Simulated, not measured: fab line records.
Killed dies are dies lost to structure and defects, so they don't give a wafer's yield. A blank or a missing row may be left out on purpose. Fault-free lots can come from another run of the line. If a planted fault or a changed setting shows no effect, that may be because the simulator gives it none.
fab line records | flow sky130
record lots=6 | wafers=18 | last_day=50
route steps=708 shown VIA2@523 METAL3@532 PAD_OPEN@708
lots untouched by any fault: they come from a run of this same line in which no faults occurred
start_h: hours from the record's first day to the start of the lot's first wafer shown | wait_h: time in hours since the lot's previous step | " identical to the entry in the row above | L1.1+2: a single row standing in for several wafers | - either no value or no given start | * or withheld: withheld | < > ~ a bound
route shown NAME@n: a module of which the file shows steps, and the number in the route of the first | usual: mean/standard deviation taken from wafers without a fault | same: alike in all rows | chamber/n: place in a boat | sites: readings site by site | _std_site: their standard deviation | _edge_site: mean of outer sites minus mean of inner sites | radius_mm: how far each site lies from the wafer's centre | mask NAME#n: copy n | behind: the most recent tool/chamber to have shaped the wafer | hold: why the lot was held/for how many hours/how that ended | device: which transistor (n, p or np) failed to switch | end of line: the route-end tests of the same wafers | a step without rows: its recipe alone | killed: dies lost to structure and defects at the first sort, not the wafer's yield | map: per-die view of a wafer (x killed, . not killed, _ where there is no die)
set.NAME: the setting as run; set.NAME@STEP: as run at that earlier step | model.NAME: the simulator's own value behind a step, which no gauge read
a table for each step, a row for each wafer; lots at some steps of the route
services: a tool's chamber out of use, with start hour (start_h, from the record's first day; less than 0 if before it), hours out, and reason
## steps
# step SKY_VIA2_STRIP_16
# recipe chemistry=O2/N2 | power_w=1400 | pressure_mtorr=1500 | platen_temp_c=withheld | o2_flow_sccm=3000 | n2_flow_sccm=300 | overash_fraction=0.5
# usual drypump_motor_current_A=5.7/0.5 | oes_product_au=0.399/0.0049 | strip_time_to_endpoint_s=4.049/0.024
lot.wafer | tool            | chamber | start_h | wait_h | drypump_motor_current_A | oes_product_au | rf_hours_counter_h | strip_time_to_endpoint_s
L219.2    | plasma_asher-02 | 0       | 899.54  | 0.0    | 5.5                     | 0.398          | 107                | 4.026
L219.3    | "               | 1       | "       | "      | 4.7                     | 0.403          | -                  | 4.046
L219.4    | "               | 0       | "       | "      | 5.5                     | 0.393          | -                  | 4.029
L223.2    | plasma_asher-01 | 0       | 931.19  | 0.0    | 6.3                     | 0.399          | 14                 | 4.044
L223.3    | "               | 0       | "       | "      | 6.3                     | 0.390          | -                  | 4.046
L223.4    | "               | 1       | "       | "      | 6.1                     | 0.402          | -                  | 4.056
L229.2    | plasma_asher-02 | 1       | 973.89  | 0.0    | 4.7                     | 0.403          | 114                | 4.047
L229.4    | "               | 0       | "       | "      | 5.5                     | 0.397          | -                  | 4.067
L229.5    | "               | 1       | "       | "      | 4.7                     | 0.400          | -                  | 4.052
L230.1    | plasma_asher-02 | 1       | 975.85  | 0.0    | 4.8                     | 0.395          | 114                | 3.999
L230.2    | "               | 0       | "       | "      | 5.4                     | 0.406          | 114                | 4.011
L230.4    | "               | 0       | "       | "      | 5.4                     | 0.406          | -                  | 4.040
L233.2    | plasma_asher-04 | 0       | 994.19  | 0.0    | 5.4                     | 0.408          | 58                 | 4.093
L233.3    | "               | 1       | "       | "      | 5.8                     | 0.411          | -                  | 4.106
L233.6    | "               | 1       | "       | "      | 5.8                     | 0.392          | -                  | 4.083
L235.1    | plasma_asher-01 | 0       | 1007.84 | 0.0    | 6.3                     | 0.398          | 21                 | 4.025
L235.3    | "               | 1       | "       | "      | 6.1                     | 0.395          | -                  | 4.032
L235.6    | "               | 1       | "       | "      | 6.1                     | 0.394          | -                  | 4.035
# step SKY_VIA2_STRIP_17
# recipe chemistry=post_etch_residue_remover | time_s=1200 | temp_c=72.5
# step SKY_VIA2_CLEAN_18
# recipe chemistry=IPA | time_s=180 | temp_c=25
# step SKY_VIA2_CLEAN_19
# recipe chemistry=O3/DIW | dry=n2_spin
# step SKY_VIA2_SPUTTER_20
# recipe material=TiN | target_thk_nm=20 | chamber_pressure_pa=5 | power_w=4000 | time_s=80
# step SKY_VIA2_CVD_21
# recipe material=W | target_thk_nm=420 | time_s=126.4 | temp_c=400 | pressure_torr=40
# usual heater_power_outer_w=583/65 | heater_power_w=925/54
lot.wafer | tool     | chamber | start_h | wait_h | heater_power_outer_w | heater_power_w
L219.2    | cvd_w-02 | 0       | 900.23  | 0.0    | 524                  | 908
L219.3    | "        | 1       | "       | "      | 611                  | 941
L219.4    | "        | 0       | "       | "      | 513                  | 898
L223.2    | cvd_w-02 | 1       | 931.90  | 0.1    | 610                  | 933
L223.3    | "        | 1       | "       | "      | 606                  | 953
L223.4    | "        | 1       | "       | "      | 601                  | 943
L229.2    | cvd_w-01 | 0       | 974.55  | 0.0    | 518                  | 847
L229.4    | "        | 1       | "       | "      | 671                  | 980
L229.5    | "        | 1       | "       | "      | 675                  | 975
L230.1    | cvd_w-01 | 0       | 976.50  | 0.0    | 510                  | 814
L230.2    | "        | 1       | "       | "      | 676                  | 985
L230.4    | "        | 1       | "       | "      | 686                  | 985
L233.2    | cvd_w-02 | 0       | 995.36  | 0.0    | 531                  | 929
L233.3    | "        | 1       | "       | "      | 603                  | 932
L233.6    | "        | 1       | "       | "      | 591                  | 952
L235.1    | cvd_w-01 | 1       | 1008.62 | 0.0    | 675                  | 991
L235.3    | "        | 1       | "       | "      | 675                  | 978
L235.6    | "        | 0       | "       | "      | 522                  | 839
# step SKY_VIA2_RS_MEAS_22
# recipe thk_meas_gauge=four-point-probe | reads=W_of_VIA2_CVD_21+TiN_of_VIA2_SPUTTER_20
# usual VIA2_W_RS=0.272/0.0041
lot.wafer | tool          | chamber | start_h | wait_h | VIA2_W_RS[ohm/sq]
L219.2    | film_metro-02 | -       | 900.38  | 0.1    | 0.273
L219.3    | "             | -       | "       | "      | 0.272
L219.4    | "             | -       | "       | "      | 0.273
L223.2    | film_metro-02 | -       | 932.13  | 0.2    | 0.273
L223.3    | "             | -       | "       | "      | 0.269
L223.4    | "             | -       | "       | "      | 0.272
L229.2    | film_metro-03 | -       | 974.70  | 0.1    | 0.266
L229.4    | "             | -       | "       | "      | 0.276
L229.5    | "             | -       | "       | "      | 0.276
L230.1    | film_metro-01 | -       | 976.63  | 0.1    | 0.267
L230.2    | "             | -       | "       | "      | 0.276
L230.4    | "             | -       | "       | "      | 0.276
L233.2    | film_metro-02 | -       | 995.51  | 0.1    | 0.269
L233.3    | "             | -       | "       | "      | 0.267
L233.6    | "             | -       | "       | "      | 0.270
L235.1    | film_metro-02 | -       | 1008.75 | 0.1    | 0.280
L235.3    | "             | -       | "       | "      | 0.273
L235.6    | "             | -       | "       | "      | 0.269
# step SKY_VIA2_THK_MEAS_23
# recipe thk_meas_gauge=xrf | reads=W_of_VIA2_CVD_21
# usual VIA2_W_THK=426/11
lot.wafer | tool          | chamber | start_h | wait_h | VIA2_W_THK[nm]
L219.2    | film_metro-02 | -       | 900.49  | 0.1    | 431
L219.3    | "             | -       | "       | "      | 432
L219.4    | "             | -       | "       | "      | 430
L223.2    | film_metro-02 | -       | 932.24  | 0.1    | 431
L223.3    | "             | -       | "       | "      | 437
L223.4    | "             | -       | "       | "      | 432
L229.2    | film_metro-03 | -       | 974.81  | 0.1    | 442
L229.4    | "             | -       | "       | "      | 428
L229.5    | "             | -       | "       | "      | 428
L230.1    | film_metro-01 | -       | 976.75  | 0.1    | 425
L230.2    | "             | -       | "       | "      | 409
L230.4    | "             | -       | "       | "      | 412
L233.2    | film_metro-02 | -       | 995.62  | 0.1    | 444
L233.3    | "             | -       | "       | "      | 451
L233.6    | "             | -       | "       | "      | 441
L235.1    | film_metro-02 | -       | 1008.87 | 0.1    | 424
L235.3    | "             | -       | "       | "      | 428
L235.6    | "             | -       | "       | "      | 438
# step SKY_VIA2_CMP_24
# recipe stop_on=SiO2 | t_overpolish_s=20 | down_force_psi=3.5 | platen_rpm=60 | target_thk_nm=0 | pad_velocity_m_s=0.94248
# step SKY_METAL3_SPUTTER_00
# recipe material=Ti | target_thk_nm=15 | power_w=3000 | time_s=10 | chamber_pressure_pa=0.4
# usual chamber_pressure_pa=0.3999/0.00086 | throttle_valve_pct=29.7/1.1
lot.wafer | tool           | chamber | start_h | wait_h | chamber_pressure_pa | throttle_valve_pct
L219.2    | pvd_sputter-02 | -       | 900.84  | 0.1    | 0.3981              | 29.7
L219.3    | "              | -       | "       | "      | 0.3997              | 31.3
L219.4    | "              | -       | "       | "      | 0.4009              | 29.8
L223.2    | pvd_sputter-03 | -       | 932.59  | 0.2    | 0.3993              | 30.1
L223.3    | "              | -       | "       | "      | 0.4005              | 30.1
L223.4    | "              | -       | "       | "      | 0.4000              | 29.8
L229.2    | pvd_sputter-03 | -       | 975.16  | 0.2    | 0.3987              | 27.8
L229.4    | "              | -       | "       | "      | 0.3986              | 29.5
L229.5    | "              | -       | "       | "      | 0.3991              | 30.0
L230.1    | pvd_sputter-03 | -       | 977.11  | 0.2    | 0.4001              | 29.8
L230.2    | "              | -       | "       | "      | 0.4006              | 30.3
L230.4    | "              | -       | "       | "      | 0.3985              | 29.9
L233.2    | pvd_sputter-02 | -       | 995.97  | 0.1    | 0.4000              | 28.6
L233.3    | "              | -       | "       | "      | 0.4002              | 31.3
L233.6    | "              | -       | "       | "      | 0.3990              | 30.2
L235.1    | pvd_sputter-01 | -       | 1009.23 | 0.1    | 0.3995              | 28.8
L235.3    | "              | -       | "       | "      | 0.3996              | 29.8
L235.6    | "              | -       | "       | "      | 0.4002              | 31.3
# step SKY_METAL3_SPUTTER_01
# recipe material=TiN | target_thk_nm=20 | power_w=6500 | time_s=16.7 | chamber_pressure_pa=0.4
# usual chamber_pressure_pa=0.4001/0.0008 | throttle_valve_pct=29.7/1.1
lot.wafer | tool           | chamber | start_h | wait_h | chamber_pressure_pa | throttle_valve_pct
L219.2    | pvd_sputter-02 | -       | 900.86  | 0.0    | 0.3989              | 30.1
L219.3    | "              | -       | "       | "      | 0.4013              | 31.1
L219.4    | "              | -       | "       | "      | 0.3997              | 29.9
L223.2    | pvd_sputter-03 | -       | 932.62  | 0.0    | 0.3990              | 30.2
L223.3    | "              | -       | "       | "      | 0.4009              | 30.1
L223.4    | "              | -       | "       | "      | 0.3999              | 29.9
L229.2    | pvd_sputter-03 | -       | 975.18  | 0.0    | 0.4005              | 27.7
L229.4    | "              | -       | "       | "      | 0.4002              | 29.4
L229.5    | "              | -       | "       | "      | 0.4001              | 30.2
L230.1    | pvd_sputter-03 | -       | 977.13  | 0.0    | 0.3994              | 29.5
L230.2    | "              | -       | "       | "      | 0.4011              | 29.9
L230.4    | "              | -       | "       | "      | 0.4004              | 29.7
L233.2    | pvd_sputter-02 | -       | 995.99  | 0.0    | 0.4002              | 28.8
L233.3    | "              | -       | "       | "      | 0.3985              | 31.1
L233.6    | "              | -       | "       | "      | 0.3995              | 30.3
L235.1    | pvd_sputter-01 | -       | 1009.25 | 0.0    | 0.4000              | 28.5
L235.3    | "              | -       | "       | "      | 0.3999              | 30.0
L235.6    | "              | -       | "       | "      | 0.3990              | 31.5
# step SKY_METAL3_SPUTTER_02
# recipe material=AlCu | target_thk_nm=735 | power_w=10600 | time_s=39.1 | chamber_pressure_pa=0.4
# usual chamber_pressure_pa=0.4000/0.00081 | throttle_valve_pct=29.7/1.1
lot.wafer | tool           | chamber | start_h | wait_h | chamber_pressure_pa | throttle_valve_pct
L219.2    | pvd_sputter-02 | -       | 900.89  | 0.0    | 0.4004              | 30.1
L219.3    | "              | -       | "       | "      | 0.4002              | 31.0
L219.4    | "              | -       | "       | "      | 0.4000              | 30.0
L223.2    | pvd_sputter-03 | -       | 932.64  | 0.0    | 0.3994              | 29.9
L223.3    | "              | -       | "       | "      | 0.3996              | 29.6
L223.4    | "              | -       | "       | "      | 0.3997              | 29.9
L229.2    | pvd_sputter-03 | -       | 975.21  | 0.0    | 0.4009              | 28.1
L229.4    | "              | -       | "       | "      | 0.3997              | 29.7
L229.5    | "              | -       | "       | "      | 0.4007              | 29.9
L230.1    | pvd_sputter-03 | -       | 977.16  | 0.0    | 0.4002              | 30.0
L230.2    | "              | -       | "       | "      | 0.3990              | 30.0
L230.4    | "              | -       | "       | "      | 0.4002              | 29.9
L233.2    | pvd_sputter-02 | -       | 996.02  | 0.0    | 0.4014              | 28.7
L233.3    | "              | -       | "       | "      | 0.4008              | 31.0
L233.6    | "              | -       | "       | "      | 0.4005              | 29.9
L235.1    | pvd_sputter-01 | -       | 1009.27 | 0.0    | 0.3988              | 28.9
L235.3    | "              | -       | "       | "      | 0.3991              | 30.2
L235.6    | "              | -       | "       | "      | 0.4008              | 31.4
# step SKY_METAL3_SPUTTER_03
# recipe material=Ti | target_thk_nm=5 | power_w=2889 | time_s=3.3 | chamber_pressure_pa=0.4
# usual chamber_pressure_pa=0.4001/0.00088 | throttle_valve_pct=29.7/1.1
lot.wafer | tool           | chamber | start_h | wait_h | chamber_pressure_pa | throttle_valve_pct | model.Ti_of_METAL3_SPUTTER_03.thk_nm
L219.2    | pvd_sputter-02 | -       | 900.92  | 0.0    | 0.3988              | 29.9               | 4.931
L219.3    | "              | -       | "       | "      | 0.4003              | 30.9               | 4.898
L219.4    | "              | -       | "       | "      | 0.4008              | 29.6               | 4.873
L223.2    | pvd_sputter-03 | -       | 932.68  | 0.0    | 0.4012              | 30.0               | 4.861
L223.3    | "              | -       | "       | "      | 0.4001              | 30.0               | 4.974
L223.4    | "              | -       | "       | "      | 0.4002              | 29.8               | 4.906
L229.2    | pvd_sputter-03 | -       | 975.25  | 0.0    | 0.3993              | 27.7               | 4.734
L229.4    | "              | -       | "       | "      | 0.3994              | 30.0               | 4.769
L229.5    | "              | -       | "       | "      | 0.3988              | 29.9               | 4.751
L230.1    | pvd_sputter-03 | -       | 977.20  | 0.0    | 0.4001              | 29.7               | 4.65
L230.2    | "              | -       | "       | "      | 0.3998              | 29.9               | 4.558
L230.4    | "              | -       | "       | "      | 0.3993              | 29.9               | 4.584
L233.2    | pvd_sputter-02 | -       | 996.06  | 0.0    | 0.4000              | 28.7               | 4.897
L233.3    | "              | -       | "       | "      | 0.4009              | 31.0               | 4.788
L233.6    | "              | -       | "       | "      | 0.3993              | 29.9               | 4.906
L235.1    | pvd_sputter-01 | -       | 1009.31 | 0.0    | 0.3991              | 28.7               | 4.705
L235.3    | "              | -       | "       | "      | 0.4010              | 29.8               | 4.697
L235.6    | "              | -       | "       | "      | 0.4007              | 31.6               | 4.663
# step SKY_METAL3_SPUTTER_04
# recipe material=TiN | target_thk_nm=70 | power_w=6500 | time_s=58.3 | chamber_pressure_pa=0.4
# step SKY_PAD_OPEN_PROBE_99
# usual defect_limited_yield=82.9/1.8 | killed_at_M0_to_M3=42/7.2 | killed_at_M4_up=3.2/1.8 | killed_at_contacts=24/5.4 | killed_at_front_end=15/4 | killed_at_other=0.3/0.59 | killed_dies=84/9 | killed_open=46/7.1 | killed_short=38/6 | sort_bin_3_pad_short=0.8/0.41 | sort_bin_5_function=10.1/1.3 | sort_bin_6_memory=6.3/1.2 | sort_n_pass=408/9 | sort_yield_pct=82.9/1.8
# same gross_dies=492 | killed_at_back_side=0 | sort_bin_4_leakage[%]=0 | sort_bin_8_speed[%]=0
lot.wafer | tool      | chamber | start_h | wait_h | defect_limited_yield[%] | killed_at_M0_to_M3 | killed_at_M4_up | killed_at_contacts | killed_at_front_end | killed_at_other | killed_dies | killed_open | killed_short | sort_bin_3_pad_short[%] | sort_bin_5_function[%] | sort_bin_6_memory[%] | sort_n_pass | sort_yield_pct[%]
L219.2    | prober-02 | -       | 1115.85 | 0.1    | 83.3                    | 36                 | 4               | 22                 | 20                  | 0               | 82          | 47          | 35           | 0.4                     | 10.0                   | 6.3                  | 410         | 83.3
L219.3    | prober-02 | -       | 1115.90 | 0.2    | 80.9                    | 35                 | 3               | 36                 | 20                  | 0               | 94          | 52          | 42           | 1.8                     | 11.6                   | 5.7                  | 398         | 80.9
L219.4    | prober-02 | -       | 1115.95 | 0.2    | 82.5                    | 45                 | 7               | 16                 | 17                  | 1               | 86          | 43          | 43           | 1.0                     | 10.4                   | 6.1                  | 406         | 82.5
L223.2    | prober-01 | -       | 1145.98 | 0.1    | 87.8                    | 31                 | 2               | 14                 | 12                  | 1               | 60          | 31          | 29           | 0.8                     | 6.9                    | 4.5                  | 432         | 87.8
L223.3    | prober-01 | -       | 1146.03 | 0.2    | 83.5                    | 38                 | 4               | 22                 | 17                  | 0               | 81          | 44          | 37           | 0                       | 11.0                   | 5.5                  | 411         | 83.5
L223.4    | prober-01 | -       | 1146.08 | 0.2    | 83.3                    | 43                 | 1               | 21                 | 16                  | 1               | 82          | 44          | 38           | 1.2                     | 10.6                   | 4.9                  | 410         | 83.3
L229.2    | prober-01 | -       | 1173.85 | 0.1    | 83.9                    | 39                 | 0               | 27                 | 12                  | 1               | 79          | 41          | 38           | 0.6                     | 10.4                   | 5.1                  | 413         | 83.9
L229.4    | prober-01 | -       | 1173.95 | 0.2    | 83.7                    | 29                 | 6               | 30                 | 15                  | 0               | 80          | 45          | 35           | 0.2                     | 10.2                   | 5.9                  | 412         | 83.7
L229.5    | prober-01 | -       | 1174.00 | 0.2    | 81.9                    | 38                 | 3               | 33                 | 15                  | 0               | 89          | 53          | 35           | 0                       | 12.2                   | 5.9                  | 403         | 81.9
L230.1    | prober-02 | -       | 1176.08 | 0.1    | 84.1                    | 44                 | 3               | 20                 | 10                  | 1               | 78          | 38          | 40           | 0.8                     | 8.9                    | 6.1                  | 414         | 84.1
L230.2    | prober-02 | -       | 1176.13 | 0.1    | 80.9                    | 53                 | 2               | 23                 | 16                  | 0               | 94          | 54          | 40           | 0.8                     | 11.4                   | 6.9                  | 398         | 80.9
L230.4    | prober-02 | -       | 1176.23 | 0.2    | 84.3                    | 38                 | 1               | 28                 | 9                   | 1               | 77          | 43          | 34           | 1.4                     | 8.3                    | 5.9                  | 415         | 84.3
L233.2    | prober-01 | -       | 1185.77 | 0.1    | 82.9                    | 50                 | 1               | 18                 | 15                  | 0               | 84          | 46          | 38           | 0.6                     | 11.6                   | 4.9                  | 408         | 82.9
L233.3    | prober-01 | -       | 1185.82 | 0.2    | 81.9                    | 42                 | 1               | 25                 | 19                  | 2               | 89          | 54          | 35           | 0.8                     | 10.2                   | 7.1                  | 403         | 81.9
L233.6    | prober-01 | -       | 1185.97 | 0.2    | 82.5                    | 43                 | 4               | 20                 | 19                  | 0               | 86          | 46          | 40           | 0.4                     | 9.3                    | 7.7                  | 406         | 82.5
# killed by level:class
L219.2 VIA1:geometric_particle:open=9 CONTACT:geometric_particle:open=7 VIA3:geometric_particle:open=7 VIA2:geometric_particle:short=5 FIELD_ISO:geometric_particle:short=4 FIELD_ISO:geometric_particle:open=4 POLY_GATE:geometric_particle:open=4 POLY_GATE:geometric_particle:short=4
L219.3 CONTACT:geometric_particle:short=13 CONTACT:geometric_particle:open=9 VIA1:geometric_particle:open=9 VIA2:geometric_particle:open=9 LI_CONTACT:geometric_particle:open=7 VIA3:geometric_particle:open=7 POLY_GATE:geometric_particle:short=5 SPACER:geometric_particle:short=4
L219.4 POLY_GATE:geometric_particle:open=9 VIA3:geometric_particle:open=6 METAL3:geometric_particle:short=6 VIA2:geometric_particle:open=6 METAL4:geometric_particle:short=5 CONTACT:geometric_particle:short=5 VIA1:geometric_particle:open=5 METAL2:geometric_particle:short=5
L223.2 METAL1:geometric_particle:short=8 CONTACT:geometric_particle:open=7 VIA2:geometric_particle:open=5 VIA1:geometric_particle:open=5 VIA3:geometric_particle:open=5 POLY_GATE:geometric_particle:short=4 FIELD_ISO:geometric_particle:short=3 METAL3:geometric_particle:short=3
L223.3 VIA1:geometric_particle:open=14 FIELD_ISO:geometric_particle:open=7 CONTACT:geometric_particle:open=7 FIELD_ISO:geometric_particle:short=6 LI_CONTACT:geometric_particle:open=5 LOCAL_INTERCONNECT:geometric_particle:short=4 METAL1:geometric_particle:short=4 METAL2:geometric_particle:short=4
L223.4 VIA1:geometric_particle:open=15 CONTACT:geometric_particle:open=11 FIELD_ISO:geometric_particle:short=7 VIA1:geometric_particle:short=6 POLY_GATE:geometric_particle:short=4 VIA2:geometric_particle:short=4 VIA2:geometric_particle:open=4 VIA3:geometric_particle:open=4
L229.2 CONTACT:geometric_particle:short=9 CONTACT:geometric_particle:open=8 METAL2:geometric_particle:short=8 VIA1:geometric_particle:open=7 VIA2:geometric_particle:open=6 VIA3:geometric_particle:open=6 LI_CONTACT:geometric_particle:open=5 VIA1:geometric_particle:short=4
L229.4 LOCAL_INTERCONNECT:geometric_particle:short=8 LI_CONTACT:geometric_particle:open=7 CONTACT:geometric_particle:open=7 FIELD_ISO:geometric_particle:open=6 VIA1:geometric_particle:open=6 METAL2:geometric_particle:short=6 VIA2:geometric_particle:open=6 CONTACT:geometric_particle:short=4
L229.5 VIA1:geometric_particle:open=11 LI_CONTACT:geometric_particle:open=10 VIA2:geometric_particle:open=10 CONTACT:geometric_particle:open=7 LOCAL_INTERCONNECT:geometric_particle:short=6 CONTACT:geometric_particle:short=6 FIELD_ISO:geometric_particle:open=4 SPACER:geometric_particle:open=4
L230.1 VIA1:geometric_particle:open=10 VIA3:geometric_particle:open=9 LI_CONTACT:geometric_particle:short=6 METAL1:geometric_particle:short=6 CONTACT:geometric_particle:short=4 CONTACT:geometric_particle:open=4 VIA2:geometric_particle:open=4 POLY_GATE:geometric_particle:short=3
L230.2 VIA1:geometric_particle:open=14 LI_CONTACT:geometric_particle:open=9 CONTACT:geometric_particle:open=8 METAL1:geometric_particle:short=6 VIA2:geometric_particle:short=6 VIA2:geometric_particle:open=5 VIA3:geometric_particle:open=5 FIELD_ISO:geometric_particle:short=4
L230.4 VIA1:geometric_particle:open=10 LI_CONTACT:geometric_particle:open=8 CONTACT:geometric_particle:open=7 VIA3:geometric_particle:open=5 METAL2:geometric_particle:short=5 LOCAL_INTERCONNECT:geometric_particle:short=4 METAL3:geometric_particle:short=4 FIELD_ISO:geometric_particle:short=3
L233.2 VIA1:geometric_particle:open=17 VIA1:geometric_particle:short=9 VIA2:geometric_particle:open=8 LI_CONTACT:geometric_particle:open=7 FIELD_ISO:geometric_particle:short=4 POLY_GATE:geometric_particle:short=4 CONTACT:geometric_particle:open=4 VIA2:geometric_particle:short=4
L233.3 CONTACT:geometric_particle:open=13 VIA1:geometric_particle:open=11 POLY_GATE:geometric_particle:open=7 LI_CONTACT:geometric_particle:open=6 VIA3:geometric_particle:open=6 METAL2:geometric_particle:short=5 METAL1:geometric_particle:short=4 POLY_GATE:geometric_particle:short=3
L233.6 VIA1:geometric_particle:open=9 VIA3:geometric_particle:open=7 CONTACT:geometric_particle:open=6 FIELD_ISO:geometric_particle:open=5 POLY_GATE:geometric_particle:short=5 LOCAL_INTERCONNECT:geometric_particle:short=5 VIA1:geometric_particle:short=5 VIA2:geometric_particle:open=5
## services
tool            | chamber | start_h | hours | kind
pvd_sputter-02  | -       | 891.42  | 2.8   | repair
cvd_w-01        | -       | 904.00  | 14.0  | pm
cvd_w-01        | 0       | 904.00  | 14.0  | vent_cycle
cvd_w-01        | 1       | 904.00  | 14.0  | vent_cycle
cvd_w-01        | 0       | 918.00  | -     | clean
cvd_w-01        | 1       | 918.00  | -     | clean
cvd_w-02        | 0       | 930.37  | 3.1   | repair
pvd_sputter-03  | -       | 939.44  | 8.1   | repair
plasma_asher-02 | -       | 952.72  | 1.2   | repair
plasma_asher-01 | -       | 962.56  | 0.5   | repair
plasma_asher-04 | -       | 964.23  | 2.4   | repair
pvd_sputter-02  | -       | 975.52  | 0.5   | repair
cvd_w-02        | -       | 978.84  | 4.3   | pm
pvd_sputter-01  | -       | 986.81  | 5.0   | repair
pvd_sputter-01  | -       | 994.27  | 3.0   | repair
pvd_sputter-01  | -       | 1001.47 | 4.3   | repair
cvd_w-02        | -       | 1005.61 | 28.1  | pm
## key
first_sign none at tools or gauges
model_effect step=SKY_METAL3_SPUTTER_03 | value=Ti_of_METAL3_SPUTTER_03.thk_nm | without=4.947 | struck=4.674
met_at SKY_METAL3_SPUTTER_03
struck_wafers L229.2,L229.4,L229.5,L230.1,L230.2,L230.4
onset_between 932.68 975.25
also_fits SKY_VIA2_STRIP_16:plasma_asher-02,SKY_METAL3_SPUTTER_00:pvd_sputter-03,SKY_METAL3_SPUTTER_01:pvd_sputter-03,SKY_METAL3_SPUTTER_02:pvd_sputter-03
fault kind=process_parameter_drift | tool=pvd_sputter-03 | chamber=- | onset_h=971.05 | steps=SKY_METAL3_SPUTTER_03 | channel=time_s | offset=* | shape=step | acts_in=* | stated=*
